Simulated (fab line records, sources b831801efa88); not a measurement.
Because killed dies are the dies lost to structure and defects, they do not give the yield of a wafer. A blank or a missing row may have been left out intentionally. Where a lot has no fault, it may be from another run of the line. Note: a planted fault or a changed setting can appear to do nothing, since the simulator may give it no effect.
fab line records	flow sky130
[record] lots = 24	wafers = 72	last_day = 50
route steps=708 shown METAL1@454 VIA1@480 METAL2@503 VIA2@508 CAPM@550
lots that met no fault: from a run of the same line without faults
start_h: the number of hours between the record's first day and the start of the first shown wafer of the lot	wait_h: hours from the lot's prior step to this one	" same as the row above	L1.1+2: a row that stands for several wafers	- either no value or no given start	* or withheld: withheld	< > ~ a bound
route shown NAME@n: names a module that has steps shown in the file, with the first one's number in the route	usual: mean/standard deviation taken from wafers without a fault	same: alike in all rows	chamber/n: place in a boat	sites: each site's reading	_std_site: how widely they spread, as a standard deviation	_edge_site: inner sites' mean taken away from outer sites' mean	radius_mm: for every site, how far away it sits from the centre of the wafer	mask NAME#n: copy n	behind: the last tool/chamber to shape the wafer	hold: what put the lot on hold/how long, in hours/how the hold closed	device: names the non-switching transistor (n, p or np)	end of line: at the end of the route, the tests of the same wafers	where a step has no rows: the recipe by itself	killed: count of dies lost to structure and defects at first sort (not the wafer's yield)	map: dies across one wafer; x = killed, . = not, _ = none there
set.NAME: setting as actually run; set.NAME@STEP: the setting as run at that earlier step	model.NAME: the simulator's own value behind a step, which no gauge read
one table for each step of the route and one row for each wafer, over a sample of lots
services: from which hour (start_h, from the record's first day; less than 0 if before it) a tool's chamber was out of use, for how many hours, and why
[[steps]]
[step SKY_METAL1_STRIP_20]
[recipe] chemistry = O2/N2	power_w = 1400	pressure_mtorr = 1500	platen_temp_c = withheld	o2_flow_sccm = 3000	n2_flow_sccm = 300	overash_fraction = 0.5
[usual] drypump_motor_current_A = 6.12/0.29	oes_product_au = 0.342/0.005	strip_time_to_endpoint_s = 2.69/0.057
lot.wafer	tool	chamber	start_h	wait_h	drypump_motor_current_A	oes_product_au	rf_hours_counter_h	strip_time_to_endpoint_s
L074.2	plasma_asher-03	0	757.46	0.1	6.19	0.338	94	2.66
L074.3	"	0	"	"	6.17	0.343	-	2.69
L074.4	"	1	"	"	6.31	0.343	-	2.71
L075.1	plasma_asher-03	1	767.27	0.1	6.28	0.348	95	2.80
L075.3	"	1	"	"	6.27	0.347	-	2.75
L075.5	"	0	"	"	6.23	0.344	-	2.80
L076.1	plasma_asher-03	0	771.22	0.1	6.18	0.345	96	2.68
L076.2	"	1	"	"	6.28	0.342	96	2.62
L076.3	"	0	"	"	6.22	0.340	-	2.65
L077.2	plasma_asher-03	0	784.71	0.1	6.22	0.345	97	2.80
L077.3	"	1	"	"	6.29	0.354	-	2.79
L077.4	"	0	"	"	6.17	0.350	-	2.75
L078.2	plasma_asher-02	1	793.62	0.1	6.07	0.341	5	2.62
L078.3	"	1	"	"	6.09	0.341	-	2.66
L078.5	"	1	"	"	6.09	0.346	-	2.67
L079.1	plasma_asher-03	0	794.71	0.1	6.22	0.344	98	2.70
L079.3	"	1	"	"	6.31	0.348	-	2.70
L079.6	"	1	"	"	6.29	0.348	-	2.73
L080.1	plasma_asher-04	0	811.45	0.1	5.76	0.355	39	2.77
L080.3	"	1	"	"	5.90	0.347	-	2.75
L080.4	"	0	"	"	5.76	0.337	-	2.75
L081.1	plasma_asher-02	0	819.27	0.1	6.68	0.335	7	2.66
L081.3	"	1	"	"	6.06	0.329	-	2.63
L081.4	"	0	"	"	6.69	0.342	-	2.68
L082.4	plasma_asher-02	1	824.14	0.1	6.07	0.343	-	2.73
L082.5	"	0	"	"	6.71	0.342	-	2.75
L082.6	"	1	"	"	6.04	0.338	-	2.74
L083.1	plasma_asher-04	0	834.15	0.1	5.73	0.337	41	2.61
L083.2	"	1	"	"	5.90	0.340	41	2.67
L083.4	"	0	"	"	5.73	0.350	-	2.70
L084.2	plasma_asher-04	0	841.02	0.1	5.73	0.340	42	2.69
L084.5	"	0	"	"	5.75	0.340	-	2.73
L084.6	"	1	"	"	5.91	0.342	-	2.63
L085.1	plasma_asher-02	0	849.56	0.1	6.70	0.346	10	2.62
L085.4	"	1	"	"	6.07	0.339	-	2.65
L085.5	"	0	"	"	6.71	0.349	-	2.64
L086.2	plasma_asher-04	0	859.95	0.1	5.76	0.336	44	2.71
L086.3	"	0	"	"	5.75	0.341	-	2.71
L086.4	"	1	"	"	5.88	0.348	-	2.75
L087.4	plasma_asher-04	0	872.10	0.1	5.74	0.353	-	2.76
L087.5	"	0	"	"	5.78	0.353	-	2.72
L087.6	"	1	"	"	5.88	0.340	-	2.71
L089.1	plasma_asher-04	1	876.32	0.1	5.89	0.340	45	2.69
L089.3	"	0	"	"	5.76	0.340	-	2.65
L089.6	"	1	"	"	5.91	0.350	-	2.71
L088.3	plasma_asher-03	1	878.30	0.1	6.31	0.338	-	2.58
L088.5	"	0	"	"	6.18	0.345	-	2.56
L088.6	"	1	"	"	6.28	0.336	-	2.67
L091.1	plasma_asher-02	1	895.82	0.1	6.05	0.345	14	2.72
L091.2	"	0	"	"	6.70	0.341	14	2.75
L091.5	"	0	"	"	6.71	0.338	-	2.77
L092.1	plasma_asher-03	1	898.31	0.1	6.29	0.335	108	2.59
L092.3	"	0	"	"	6.19	0.339	-	2.57
L092.6	"	1	"	"	6.26	0.337	-	2.60
L090.2	plasma_asher-04	1	899.45	0.1	5.90	0.344	48	2.70
L090.3	"	1	"	"	5.89	0.337	-	2.70
L090.5	"	0	"	"	5.77	0.345	-	2.71
L093.3	plasma_asher-04	0	905.37	0.1	5.73	0.335	-	2.70
L093.5	"	1	"	"	5.91	0.339	-	2.68
L093.6	"	0	"	"	5.76	0.344	-	2.72
L094.2	plasma_asher-03	0	912.26	0.1	6.21	0.342	110	2.79
L094.3	"	1	"	"	6.28	0.344	-	2.77
L094.4	"	0	"	"	6.21	0.344	-	2.75
L095.1	plasma_asher-04	1	922.12	0.1	5.89	0.341	50	2.77
L095.5	"	1	"	"	5.92	0.340	-	2.74
L095.6	"	0	"	"	5.75	0.342	-	2.74
L096.2	plasma_asher-03	0	924.06	0.1	6.20	0.338	111	2.58
L096.4	"	1	"	"	6.26	0.344	-	2.61
L096.6	"	0	"	"	6.17	0.346	-	2.62
L097.1	plasma_asher-02	1	932.06	0.1	6.03	0.338	18	2.66
L097.3	"	0	"	"	6.72	0.349	-	2.64
L097.6	"	1	"	"	6.06	0.340	-	2.61
[step SKY_VIA1_RS_MEAS_22]
[recipe] thk_meas_gauge = four-point-probe	reads = W_of_VIA1_CVD_21+TiN_of_VIA1_SPUTTER_20
[usual] VIA1_W_RS = 0.433/0.0047
lot.wafer	tool	chamber	start_h	wait_h	VIA1_W_RS[ohm/sq]
L074.2	film_metro-03	-	786.75	0.1	0.440
L074.3	"	-	"	"	0.436
L074.4	"	-	"	"	0.438
L075.1	film_metro-02	-	795.87	0.1	0.431
L075.3	"	-	"	"	0.434
L075.5	"	-	"	"	0.437
L076.1	film_metro-03	-	800.22	0.1	0.432
L076.2	"	-	"	"	0.439
L076.3	"	-	"	"	0.432
L077.2	film_metro-02	-	813.79	0.1	0.434
L077.3	"	-	"	"	0.437
L077.4	"	-	"	"	0.438
L078.2	film_metro-02	-	822.55	0.1	0.434
L078.3	"	-	"	"	0.434
L078.5	"	-	"	"	0.434
L079.1	film_metro-03	-	823.24	0.1	0.432
L079.3	"	-	"	"	0.429
L079.6	"	-	"	"	0.428
L080.1	film_metro-02	-	840.67	0.1	0.430
L080.3	"	-	"	"	0.432
L080.4	"	-	"	"	0.439
L081.1	film_metro-03	-	847.86	0.1	0.430
L081.3	"	-	"	"	0.427
L081.4	"	-	"	"	0.430
L082.4	film_metro-02	-	852.87	0.1	0.429
L082.5	"	-	"	"	0.433
L082.6	"	-	"	"	0.431
L083.1	film_metro-02	-	862.35	0.1	0.434
L083.2	"	-	"	"	0.431
L083.4	"	-	"	"	0.437
L084.2	film_metro-02	-	869.38	0.1	0.439
L084.5	"	-	"	"	0.436
L084.6	"	-	"	"	0.439
L085.1	film_metro-02	-	877.90	0.1	0.437
L085.4	"	-	"	"	0.431
L085.5	"	-	"	"	0.434
L086.2	film_metro-01	-	887.94	0.1	0.419
L086.3	"	-	"	"	0.426
L086.4	"	-	"	"	0.427
L087.4	film_metro-03	-	900.12	0.1	0.428
L087.5	"	-	"	"	0.426
L087.6	"	-	"	"	0.429
L089.1	film_metro-01	-	904.01	0.1	0.434
L089.3	"	-	"	"	0.431
L089.6	"	-	"	"	0.431
L088.3	film_metro-01	-	906.66	0.1	0.434
L088.5	"	-	"	"	0.431
L088.6	"	-	"	"	0.428
L091.1	film_metro-03	-	923.36	0.1	0.428
L091.2	"	-	"	"	0.432
L091.5	"	-	"	"	0.420
L092.1	film_metro-02	-	926.22	0.1	0.433
L092.3	"	-	"	"	0.438
L092.6	"	-	"	"	0.431
L090.2	film_metro-02	-	926.89	0.1	0.431
L090.3	"	-	"	"	0.438
L090.5	"	-	"	"	0.425
L093.3	film_metro-03	-	932.51	0.1	0.434
L093.5	"	-	"	"	0.437
L093.6	"	-	"	"	0.440
L094.2	film_metro-03	-	939.24	0.1	0.433
L094.3	"	-	"	"	0.431
L094.4	"	-	"	"	0.440
L095.1	film_metro-03	-	948.32	0.1	0.439
L095.5	"	-	"	"	0.438
L095.6	"	-	"	"	0.436
L096.2	film_metro-03	-	951.53	0.1	0.441
L096.4	"	-	"	"	0.440
L096.6	"	-	"	"	0.436
L097.1	film_metro-01	-	958.06	0.1	0.428
L097.3	"	-	"	"	0.424
L097.6	"	-	"	"	0.421
[step SKY_METAL2_STRIP_20]
[recipe] chemistry = O2/N2	power_w = 1400	pressure_mtorr = 1500	platen_temp_c = withheld	o2_flow_sccm = 3000	n2_flow_sccm = 300	overash_fraction = 0.5
[usual] drypump_motor_current_A = 6.28/0.23	oes_product_au = 0.344/0.005	strip_time_to_endpoint_s = 2.73/0.054
lot.wafer	tool	chamber	start_h	wait_h	drypump_motor_current_A	oes_product_au	rf_hours_counter_h	strip_time_to_endpoint_s
L074.2	plasma_asher-03	1	814.66	0.1	6.29	0.338	100	2.63
L074.3	"	1	"	"	6.30	0.342	-	2.67
L074.4	"	0	"	"	6.21	0.341	-	2.61
L075.1	plasma_asher-02	1	823.62	0.1	6.08	0.343	7	2.68
L075.3	"	1	"	"	6.06	0.342	-	2.62
L075.5	"	1	"	"	6.05	0.344	-	2.68
L076.1	plasma_asher-02	0	827.36	0.1	6.70	0.344	8	2.74
L076.2	"	1	"	"	6.07	0.339	8	2.71
L076.3	"	1	"	"	6.06	0.346	-	2.72
L077.2	plasma_asher-02	1	841.80	0.1	6.07	0.346	9	2.72
L077.3	"	0	"	"	6.72	0.340	-	2.68
L077.4	"	1	"	"	6.06	0.347	-	2.68
L078.2	plasma_asher-01	1	850.14	0.1	6.35	0.348	73	2.75
L078.3	"	0	"	"	6.02	0.347	-	2.77
L078.5	"	0	"	"	6.03	0.348	-	2.74
L079.1	plasma_asher-02	1	851.10	0.1	6.05	0.342	10	2.74
L079.3	"	1	"	"	6.07	0.353	-	2.77
L079.6	"	1	"	"	6.07	0.345	-	2.74
L080.1	plasma_asher-02	1	867.56	0.1	6.05	0.343	12	2.72
L080.3	"	0	"	"	6.70	0.340	-	2.72
L080.4	"	1	"	"	6.08	0.348	-	2.76
L081.1	plasma_asher-01	0	875.45	0.1	6.03	0.334	76	2.78
L081.3	"	1	"	"	6.36	0.346	-	2.73
L081.4	"	0	"	"	6.04	0.353	-	2.79
L082.4	plasma_asher-03	1	880.20	0.1	6.27	0.345	-	2.78
L082.5	"	0	"	"	6.18	0.354	-	2.76
L082.6	"	1	"	"	6.28	0.354	-	2.74
L083.1	plasma_asher-03	1	889.62	0.1	6.30	0.346	107	2.73
L083.2	"	0	"	"	6.14	0.346	107	2.75
L083.4	"	1	"	"	6.28	0.341	-	2.75
L084.2	plasma_asher-01	1	897.07	0.1	6.37	0.344	78	2.73
L084.5	"	0	"	"	6.05	0.343	-	2.72
L084.6	"	1	"	"	6.38	0.350	-	2.74
L085.1	plasma_asher-01	0	905.62	0.1	6.07	0.349	79	2.77
L085.4	"	0	"	"	6.05	0.351	-	2.78
L085.5	"	0	"	"	6.05	0.343	-	2.72
L086.2	plasma_asher-03	0	914.50	0.1	6.19	0.356	110	2.77
L086.3	"	1	"	"	6.27	0.347	-	2.76
L086.4	"	0	"	"	6.21	0.350	-	2.80
L087.4	plasma_asher-02	0	926.79	0.1	6.68	0.346	-	2.75
L087.5	"	0	"	"	6.70	0.345	-	2.75
L087.6	"	1	"	"	6.05	0.344	-	2.72
L089.1	plasma_asher-01	0	929.87	0.1	6.01	0.337	81	2.72
L089.3	"	1	"	"	6.37	0.344	-	2.72
L089.6	"	1	"	"	6.36	0.338	-	2.72
L088.3	plasma_asher-03	0	933.20	0.1	6.19	0.345	-	2.77
L088.5	"	0	"	"	6.16	0.348	-	2.78
L088.6	"	1	"	"	6.29	0.350	-	2.77
L091.1	plasma_asher-01	1	949.41	0.1	6.38	0.341	83	2.73
L091.2	"	0	"	"	6.03	0.346	83	2.74
L091.5	"	0	"	"	6.04	0.342	-	2.76
L092.1	plasma_asher-02	1	952.06	0.1	6.06	0.349	20	2.72
L092.3	"	1	"	"	6.07	0.341	-	2.67
L092.6	"	0	"	"	6.70	0.356	-	2.73
L090.2	plasma_asher-02	1	952.76	0.1	6.06	0.347	20	2.80
L090.3	"	0	"	"	6.70	0.347	-	2.79
L090.5	"	0	"	"	6.69	0.345	-	2.81
L093.3	plasma_asher-02	0	958.50	0.1	6.70	0.346	-	2.68
L093.5	"	0	"	"	6.69	0.334	-	2.69
L093.6	"	1	"	"	6.07	0.339	-	2.67
L094.2	plasma_asher-01	0	964.92	0.1	6.03	0.336	85	2.67
L094.3	"	1	"	"	6.36	0.341	-	2.73
L094.4	"	0	"	"	6.07	0.342	-	2.67
L095.1	plasma_asher-01	1	972.67	0.1	6.37	0.344	86	2.75
L095.5	"	1	"	"	6.36	0.357	-	2.77
L095.6	"	0	"	"	6.02	0.346	-	2.69
L096.2	plasma_asher-03	0	976.66	0.1	6.20	0.345	116	2.61
L096.4	"	1	"	"	6.26	0.339	-	2.59
L096.6	"	1	"	"	6.27	0.338	-	2.59
L097.1	plasma_asher-01	0	982.97	0.1	6.03	0.339	87	2.62
L097.3	"	0	"	"	6.04	0.337	-	2.67
L097.6	"	0	"	"	6.04	0.338	-	2.66
[step SKY_VIA2_THK_MEAS_01]
[recipe] reads = SiO2_of_VIA2_HDPCVD_00
[usual] VIA2_HDPCVD_THK = 1186/13
lot.wafer	tool	chamber	start_h	wait_h	VIA2_HDPCVD_THK[nm]
L074.2	film_metro-03	-	815.39	0.1	1179
L074.3	"	-	"	"	1188
L074.4	"	-	"	"	1177
L075.1	film_metro-03	-	824.33	0.1	1165
L075.3	"	-	"	"	1187
L075.5	"	-	"	"	1165
L076.1	film_metro-04	-	828.12	0.1	1169
L076.2	"	-	"	"	1188
L076.3	"	-	"	"	1179
L077.2	film_metro-04	-	842.53	0.1	1183
L077.3	"	-	"	"	1205
L077.4	"	-	"	"	1198
L078.2	film_metro-03	-	850.87	0.1	1189
L078.3	"	-	"	"	1203
L078.5	"	-	"	"	1182
L079.1	film_metro-03	-	851.82	0.1	1214
L079.3	"	-	"	"	1192
L079.6	"	-	"	"	1192
L080.1	film_metro-03	-	868.37	0.1	1170
L080.3	"	-	"	"	1173
L080.4	"	-	"	"	1169
L081.1	film_metro-04	-	876.17	0.1	1196
L081.3	"	-	"	"	1204
L081.4	"	-	"	"	1177
L082.4	film_metro-01	-	880.92	0.0	1194
L082.5	"	-	"	"	1204
L082.6	"	-	"	"	1183
L083.1	film_metro-03	-	890.37	0.1	1180
L083.2	"	-	"	"	1186
L083.4	"	-	"	"	1169
L084.2	film_metro-01	-	897.82	0.1	1208
L084.5	"	-	"	"	1198
L084.6	"	-	"	"	1214
L085.1	film_metro-04	-	906.34	0.1	1178
L085.4	"	-	"	"	1187
L085.5	"	-	"	"	1197
L086.2	film_metro-04	-	915.26	0.1	1155
L086.3	"	-	"	"	1163
L086.4	"	-	"	"	1167
L087.4	film_metro-04	-	927.51	0.0	1184
L087.5	"	-	"	"	1183
L087.6	"	-	"	"	1198
L089.1	film_metro-04	-	930.58	0.1	1191
L089.3	"	-	"	"	1167
L089.6	"	-	"	"	1169
L088.3	film_metro-03	-	933.90	0.1	1189
L088.5	"	-	"	"	1185
L088.6	"	-	"	"	1193
L091.1	film_metro-04	-	950.12	0.1	1184
L091.2	"	-	"	"	1176
L091.5	"	-	"	"	1179
L092.1	film_metro-01	-	952.77	0.1	1200
L092.3	"	-	"	"	1194
L092.6	"	-	"	"	1182
L090.2	film_metro-01	-	953.48	0.1	1180
L090.3	"	-	"	"	1203
L090.5	"	-	"	"	1202
L093.3	film_metro-03	-	959.21	0.1	1194
L093.5	"	-	"	"	1183
L093.6	"	-	"	"	1198
L094.2	film_metro-04	-	965.65	0.1	1177
L094.3	"	-	"	"	1171
L094.4	"	-	"	"	1179
L095.1	film_metro-03	-	973.42	0.1	1181
L095.5	"	-	"	"	1173
L095.6	"	-	"	"	1189
L096.2	film_metro-03	-	977.38	0.1	1173
L096.4	"	-	"	"	1178
L096.6	"	-	"	"	1187
L097.1	film_metro-04	-	983.69	0.1	1168
L097.3	"	-	"	"	1181
L097.6	"	-	"	"	1173
[step SKY_VIA2_CMP_24]
[recipe] stop_on = SiO2	t_overpolish_s = 20	down_force_psi = 3.5	platen_rpm = 60	target_thk_nm = 0	pad_velocity_m_s = 0.94248
[usual] motor_current_A = 11.3/1.2	overpolish_run_s = 20.000/0.0094	time_to_endpoint_s = 100/4.1
[same] t_overpolish_s = 20
lot.wafer	tool	chamber	start_h	wait_h	motor_current_A	overpolish_run_s	time_to_endpoint_s
L074.2	cmp-01	1	844.10	0.1	11.0	20.009	99
L074.4	"	2	"	"	12.2	20.004	106
L074.3	"	3	"	"	10.2	19.998	97
L075.1	cmp-02	0	852.79	0.1	10.5	19.996	95
L075.3	"	2	"	"	12.9	20.014	93
L075.5	"	3	"	"	14.6	20.009	94
L076.2	cmp-01	0	855.45	0.0	10.4	20.008	100
L076.1	"	1	"	"	11.8	19.976	102
L076.3	"	3	"	"	10.9	20.005	99
L077.3	cmp-01	1	870.44	0.0	10.8	19.995	99
L077.2	"	2	"	"	12.5	19.999	104
L077.4	"	0	"	"	10.1	20.006	103
L078.2	cmp-01	2	878.38	0.4	11.7	20.010	103
L078.3	"	1	"	"	11.6	20.005	102
L078.5	"	3	"	"	10.4	20.009	97
L079.1	cmp-02	0	880.23	0.1	10.4	20.006	105
L079.3	"	2	"	"	12.5	19.998	99
L079.6	"	3	"	"	13.8	19.996	96
L080.1	cmp-01	2	896.30	0.1	11.6	20.012	103
L080.3	"	3	"	"	9.9	19.988	98
L080.4	"	1	"	"	10.7	19.993	101
L081.3	cmp-01	2	903.89	0.0	11.5	20.004	104
L081.1	"	3	"	"	10.2	20.001	96
L081.4	"	1	"	"	10.7	19.988	102
L082.4	cmp-01	3	908.80	0.1	10.2	19.984	95
L082.6	"	2	"	"	11.9	20.010	106
L082.5	"	3	"	"	10.5	20.008	98
L083.4	cmp-01	1	917.33	0.1	11.6	20.000	100
L083.2	"	2	"	"	12.6	19.990	109
L083.1	"	3	"	"	10.1	19.981	105
L084.2	cmp-01	2	923.89	0.2	11.3	19.998	107
L084.6	"	1	"	"	11.5	20.006	103
L084.5	"	2	"	"	11.9	20.010	107
L085.4	cmp-01	1	933.30	0.0	10.9	19.985	104
L085.1	"	0	"	"	10.4	20.005	103
L085.5	"	2	"	"	12.0	20.012	107
L086.3	cmp-01	1	941.44	0.1	11.0	20.004	101
L086.4	"	2	"	"	12.4	20.010	109
L086.2	"	3	"	"	10.1	20.000	98
L087.4	cmp-01	2	954.04	0.1	12.0	19.994	107
L087.5	"	1	"	"	10.7	19.995	101
L087.6	"	2	"	"	11.6	19.987	105
L089.3	cmp-01	0	957.14	0.1	10.6	19.990	101
L089.1	"	2	"	"	11.9	19.992	110
L089.6	"	3	"	"	10.5	20.007	98
L088.3	cmp-02	0	960.24	0.0	10.5	19.995	96
L088.5	"	0	"	"	10.8	19.996	98
L088.6	"	1	"	"	10.7	20.013	92
L091.2	cmp-02	2	976.33	0.0	13.3	20.014	97
L091.1	"	1	"	"	10.8	19.994	95
L091.5	"	2	"	"	13.3	20.009	96
L092.3	cmp-02	1	978.15	0.0	10.9	19.989	94
L092.1	"	0	"	"	9.9	19.987	103
L092.6	"	2	"	"	12.8	20.005	101
L090.3	cmp-02	3	979.36	0.3	14.4	19.989	99
L090.2	"	1	"	"	10.8	19.996	95
L090.5	"	3	"	"	14.1	20.012	98
L093.3	cmp-02	3	984.50	0.1	13.9	19.994	95
L093.5	"	1	"	"	10.6	20.003	95
L093.6	"	2	"	"	12.9	19.987	100
L094.2	cmp-02	3	990.34	0.0	14.7	19.999	97
L094.4	"	1	"	"	10.6	20.010	96
L094.3	"	2	"	"	13.7	19.985	98
L095.1	cmp-01	0	998.66	0.1	9.9	20.013	98
L095.6	"	3	"	"	10.5	20.007	98
L095.5	"	0	"	"	10.4	20.014	101
L096.2	cmp-01	0	1002.41	0.0	10.1	20.006	104
L096.4	"	1	"	"	10.7	19.981	100
L096.6	"	1	"	"	11.1	20.000	103
L097.3	cmp-01	1	1008.65	0.0	11.1	19.992	99
L097.1	"	0	"	"	10.3	20.001	102
L097.6	"	2	"	"	11.7	19.998	106
[step SKY_CAPM_METAL_ETCH_13]
[recipe] target_depth_nm = 220	stop_on = SiO2	chemistry = Cl2/BCl3	target = TiN	pressure_mtorr = 10	icp_w = 900	bias_w = 48.5	Cl2_flow_sccm = 60	bcl3_flow_sccm = 30	time_s = 62.9
[usual] drypump_motor_current_A = 5.94/0.21	he_backside_leak_sccm = 3.4/0.36	oes_product_au = 0.943/0.0071	throttle_valve_pct = 21.900/0.011
lot.wafer	tool	chamber	start_h	wait_h	drypump_motor_current_A	he_backside_leak_sccm	oes_product_au	rf_hours_counter_h	throttle_valve_pct
L074.2	rie_metal-02	0	870.81	0.0	5.90	3.6	0.941	15	21.902
L074.3	"	1	"	"	5.69	3.6	0.942	-	21.888
L074.4	"	0	"	"	5.89	6.8	0.944	-	21.888
L075.1	rie_metal-02	1	879.80	0.0	5.70	3.7	0.932	2	21.893
L075.3	"	1	"	"	5.70	3.6	0.929	-	21.913
L075.5	"	0	"	"	5.88	3.6	0.923	-	21.903
L076.1	rie_metal-04	1	882.00	0.0	5.98	3.2	0.931	8	21.924
L076.2	"	0	"	"	6.37	3.2	0.948	14	21.898
L076.3	"	1	"	"	5.99	3.3	0.941	-	21.891
L077.2	rie_metal-02	0	897.20	0.0	5.89	3.5	0.950	16	21.890
L077.3	"	0	"	"	5.87	3.5	0.951	-	21.896
L077.4	"	1	"	"	5.68	3.4	0.942	-	21.912
L078.2	rie_metal-03	0	905.15	0.0	5.90	3.4	0.947	8	21.900
L078.3	"	0	"	"	5.91	3.6	0.934	-	21.906
L078.5	"	0	"	"	5.89	3.4	0.949	-	21.901
L079.1	rie_metal-04	0	907.55	0.0	6.37	3.3	0.934	15	21.907
L079.3	"	0	"	"	6.39	3.4	0.938	-	21.908
L079.6	"	1	"	"	5.96	3.1	0.936	-	21.906
L080.1	rie_metal-02	1	922.11	0.0	5.69	3.7	0.953	4	21.913
L080.3	"	1	"	"	5.69	3.7	0.952	-	21.891
L080.4	"	1	"	"	5.68	3.6	0.944	-	21.906
L081.1	rie_metal-03	0	928.95	0.0	5.88	3.3	0.940	9	21.896
L081.3	"	1	"	"	5.87	3.2	0.938	-	21.874
L081.4	"	0	"	"	5.90	3.5	0.944	-	21.914
L082.4	rie_metal-03	0	933.68	0.0	5.88	3.6	0.936	-	21.903
L082.5	"	0	"	"	5.89	3.6	0.934	-	21.913
L082.6	"	1	"	"	5.85	3.2	0.934	-	21.904
L083.1	rie_metal-04	1	941.90	0.0	5.94	3.5	0.947	12	21.917
L083.2	"	0	"	"	6.39	3.1	0.938	17	21.914
L083.4	"	0	"	"	6.38	3.2	0.940	-	21.893
L084.2	rie_metal-03	1	949.01	0.0	5.90	3.2	0.938	15	21.889
L084.5	"	1	"	"	5.84	3.3	0.943	-	21.878
L084.6	"	0	"	"	5.90	3.5	0.936	-	21.904
L085.1	rie_metal-03	1	958.70	0.0	5.84	3.2	0.943	15	21.920
L085.4	"	1	"	"	5.79	3.2	0.944	-	21.895
L085.5	"	0	"	"	5.90	3.3	0.928	-	21.904
L086.2	rie_metal-03	0	966.51	0.0	5.88	3.5	0.946	11	21.911
L086.3	"	1	"	"	5.84	3.2	0.943	-	21.917
L086.4	"	0	"	"	5.87	3.4	0.945	-	21.889
L087.4	rie_metal-03	0	978.99	0.0	5.92	3.7	0.940	-	21.900
L087.5	"	1	"	"	5.84	3.2	0.941	-	21.906
L087.6	"	0	"	"	5.91	3.8	0.949	-	21.918
L089.1	rie_metal-04	1	981.56	0.0	5.96	2.8	0.955	13	21.878
L089.3	"	0	"	"	6.39	3.3	0.951	-	21.897
L089.6	"	0	"	"	6.41	3.2	0.942	-	21.903
L088.3	rie_metal-02	0	984.53	0.0	5.89	3.7	0.947	-	21.896
L088.5	"	1	"	"	5.72	3.5	0.941	-	21.891
L088.6	"	0	"	"	5.91	3.6	0.939	-	21.892
L091.1	rie_metal-02	1	1000.11	0.0	5.71	3.7	0.953	8	21.883
L091.2	"	0	"	"	5.89	3.7	0.949	3	21.884
L091.5	"	0	"	"	5.90	3.6	0.938	-	21.911
L092.1	rie_metal-04	1	1002.01	0.0	5.96	3.1	0.945	15	21.908
L092.3	"	1	"	"	5.99	3.2	0.949	-	21.916
L092.6	"	1	"	"	5.97	3.3	0.950	-	21.900
L090.2	rie_metal-02	1	1003.60	0.0	5.72	3.4	0.945	8	21.911
L090.3	"	0	"	"	5.88	3.6	0.939	-	21.883
L090.5	"	1	"	"	5.70	3.5	0.943	-	21.910
L093.3	rie_metal-04	1	1008.38	0.0	5.98	3.3	0.949	-	21.892
L093.5	"	0	"	"	6.39	3.1	0.954	-	21.874
L093.6	"	1	"	"	5.98	3.3	0.949	-	21.903
L094.2	rie_metal-04	0	1014.51	0.0	6.39	3.2	0.939	0	21.898
L094.3	"	0	"	"	6.37	3.1	0.956	-	21.906
L094.4	"	1	"	"	5.99	3.0	0.947	-	21.909
L095.1	rie_metal-02	0	1021.15	0.0	5.89	3.7	0.946	4	21.898
L095.5	"	0	"	"	5.90	3.7	0.951	-	21.882
L095.6	"	1	"	"	5.69	3.5	0.943	-	21.903
L096.2	rie_metal-02	1	1026.16	0.0	5.69	3.5	0.944	10	21.893
L096.4	"	0	"	"	5.89	3.6	0.949	-	21.903
L096.6	"	1	"	"	5.71	3.5	0.934	-	21.907
L097.1	rie_metal-04	1	1031.70	0.0	5.97	3.3	0.948	17	21.887
L097.3	"	1	"	"	6.01	3.2	0.949	-	21.903
L097.6	"	1	"	"	5.96	3.2	0.957	-	21.897
[[services]]
tool	chamber	start_h	hours	kind
plasma_asher-02	-	733.75	9.0	pm
cmp-02	-	744.22	4.0	pm
cmp-01	-	746.10	2.8	repair
cmp-01	-	746.51	1.0	repair
rie_metal-02	1	766.59	6.6	repair
cmp-02	-	774.28	1.3	repair
cmp-01	-	776.18	4.8	pm
rie_metal-04	0	780.77	10.0	repair
rie_metal-04	-	784.73	2.8	pm
plasma_asher-02	-	796.75	3.8	repair
cmp-02	-	806.58	1.6	repair
cmp-02	-	810.17	1.5	repair
cmp-01	-	829.90	1.3	repair
cmp-01	-	880.15	4.1	repair
cmp-01	-	880.38	0.6	repair
rie_metal-02	0	897.49	18.9	repair
cmp-01	-	912.00	4.0	pm
plasma_asher-04	-	923.47	1.6	repair
rie_metal-02	-	946.22	1.5	repair
plasma_asher-03	-	971.90	2.5	repair
plasma_asher-02	-	993.85	2.8	pm
cmp-01	-	1011.66	0.6	repair
cmp-01	-	1012.09	4.8	repair
plasma_asher-04	-	1030.71	1.9	repair
[[key]]
fault none
